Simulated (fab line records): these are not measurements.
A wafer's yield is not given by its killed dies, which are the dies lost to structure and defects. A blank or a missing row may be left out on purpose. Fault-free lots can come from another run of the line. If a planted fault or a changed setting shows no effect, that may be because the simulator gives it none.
A lot that was struck, set against a sound lot | flow gf180mcu | 14 steps out of a route of 602
Sound: these wafers, L972.2, L972.4, L972.6. Struck: wafers L979.1, L979.3, L979.6. At the end, the cause is stated.
Per side, at each step with rows, come the tool, then ch with its chambers, and then its first start. Under that, the readings that differ: sound wafers | struck wafers | difference of the means | sigmas: that difference in standard deviations of wafers without a fault.
alike: words and numbers the same on both sides, and readings whose means are apart by under 2 such deviations; not compared: readings that were withheld, readings missing a value for some wafer, numbers with overlapping values and no deviation given by the record, and bounds like >300 which may hide the same value.
Wherever a step has rows on one side only, a row that says differs or no value, or a row with sigmas, the two part there. Numbers that have no deviation but don't overlap get no sigmas and don't part them. A reading that every wafer of one side lacks parts them only if that side has two wafers or more.

first, 2 steps without rows for these wafers: GF_NSD_PEB_05; GF_NSD_DEVELOP_06 (develop time 60 s).
GF_NSD_CD_MEAS_07: the cd target is 400 nm.
  sound: cdSem-01 at day 16 19:27; struck: cdSem-01 at day 19 05:42
  alike: cdNm
GF_NSD_OVL_MEAS_08:
  sound: overlay-01 at day 16 19:33; struck: overlay-02 at day 19 05:49
  alike: NSD_OVL
then, 2 steps without rows for these wafers: GF_NSD_IMPLANT_09; GF_NSD_IMPLANT_10.
GF_NSD_STRIP_11: strips in O2/N2.
  sound on plasmaAsher-04 ch 0,1, day 16 19:53; struck on plasmaAsher-03 ch 0,1, day 19 06:10
reading                  | sound             | struck            | difference | sigmas
stripTimeToEndpointS (s) | 23.01 23.05 22.99 | 22.94 22.91 22.94 | -0.09      | -2
  alike: drypumpMotorCurrentA, heaterPowerW, o2FlowSccm, oesProductAu, platenTempC
  not compared: rfHoursCounterH
GF_NSD_TW_MEAS_12:
  sound: filmMetro-01 at day 16 19:59; struck: filmMetro-01 at day 19 06:16
  alike: NSD_TW
then, 4 steps without rows for these wafers: GF_PSD_DEHYDRATE_00 (time 60 s); GF_PSD_HMDS_01 (prime time 60 s); GF_PSD_COAT_02 (resist thk 1000 nm); GF_PSD_SOFTBAKE_03 (time 60 s).
GF_PSD_EXPOSE_04: exposes mask Pplus, target cd 400 nm.
  struck on ilineStepper-01, day 19 18:39; sound on ilineStepper-02 ch 0, day 17 07:17
  no value came back on the struck wafers for exposureDoseMJCm2, focusOffsetNm (nm), na; on the sound wafers exposureDoseMJCm2 reads 140.10 140.05 140.08
  alike: mask
then, 1 step without rows for these wafers: GF_PSD_PEB_05.

WHERE THEY PART
Earliest at GF_NSD_STRIP_11; latest, in this record, at GF_PSD_EXPOSE_04.

WHY: what had been put in by the simulator
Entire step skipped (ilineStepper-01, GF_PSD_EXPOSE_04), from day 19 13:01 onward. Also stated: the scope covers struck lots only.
